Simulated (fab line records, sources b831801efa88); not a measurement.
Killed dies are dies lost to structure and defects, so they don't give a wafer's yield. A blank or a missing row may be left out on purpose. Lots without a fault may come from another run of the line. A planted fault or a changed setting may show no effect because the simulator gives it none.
Which tool did it? | flow gf180mcu | 7 lots, 21 wafers sampled, at 3 steps of a route of 602

WHAT THE GAUGES READ, wafer by wafer
GF_V2_THK_MEAS_03.
lot  | measured     | on            | V2_CVD_02_THK (nm)
L439 | day 20 07:46 | film_metro-01 | 860 846 871
L442 | day 21 02:58 | film_metro-02 | 850 840 870
L444 | day 21 15:29 | film_metro-03 | 832 833 851
L448 | day 23 03:43 | film_metro-02 | 825 838 845
L450 | day 23 16:07 | film_metro-03 | 852 860 865
L458 | day 26 08:34 | film_metro-02 | 861 844 861
L461 | day 26 23:59 | film_metro-02 | 842 843 854

WHICH TOOL RAN EACH LOT (tool, then ch and the chambers of the sampled wafers, then the start)
lot  | GF_DNWELL_IMPLANT_07           | GF_SAB_CVD_00
L439 | implanter-01 ch 0, day 3 04:29 | pecvd-02 ch 1,2, day 15 05:32
L442 | implanter-01 ch 0, day 3 16:41 | pecvd-02 ch 1,2, day 15 22:27
L444 | implanter-04 ch 0, day 4 04:41 | pecvd-02 ch 1,2, day 16 09:41
L448 | implanter-01 ch 0, day 5 00:50 | pecvd-03 ch 0,1,2, day 17 20:42
L450 | implanter-04 ch 0, day 5 11:23 | pecvd-03 ch 1,2, day 18 10:54
L458 | implanter-01 ch 0, day 7 04:37 | pecvd-03 ch 1,2, day 21 10:30
L461 | implanter-01 ch 0, day 7 20:50 | pecvd-02 ch 0,1,2, day 22 04:04
- GF_DNWELL_IMPLANT_07
- GF_SAB_CVD_00: deposits SiO2 from TEOS, target thk 50 nm, time 4.9302 s.

THE ANSWER, worked out from the rows above alone
Rule: what is usual is taken from the lots themselves. Put in order of their means at a reading, lots are off if they are a third of the lots or fewer, leave a main group of 4 or more, and stand apart from it by a gap of 3 or more times the standard deviation of the main group's means; of several such gaps the widest counts. A main group whose means are all the same, to the digits that the tables above print for the reading, isn't used. A lot without any number at a reading at which 4 lots or more have one is off too. The other lots that the step has rows for count as sound.
No lot is off at any reading shown: from this, nothing can be told.

WHAT THE SIMULATOR HAD PUT IN
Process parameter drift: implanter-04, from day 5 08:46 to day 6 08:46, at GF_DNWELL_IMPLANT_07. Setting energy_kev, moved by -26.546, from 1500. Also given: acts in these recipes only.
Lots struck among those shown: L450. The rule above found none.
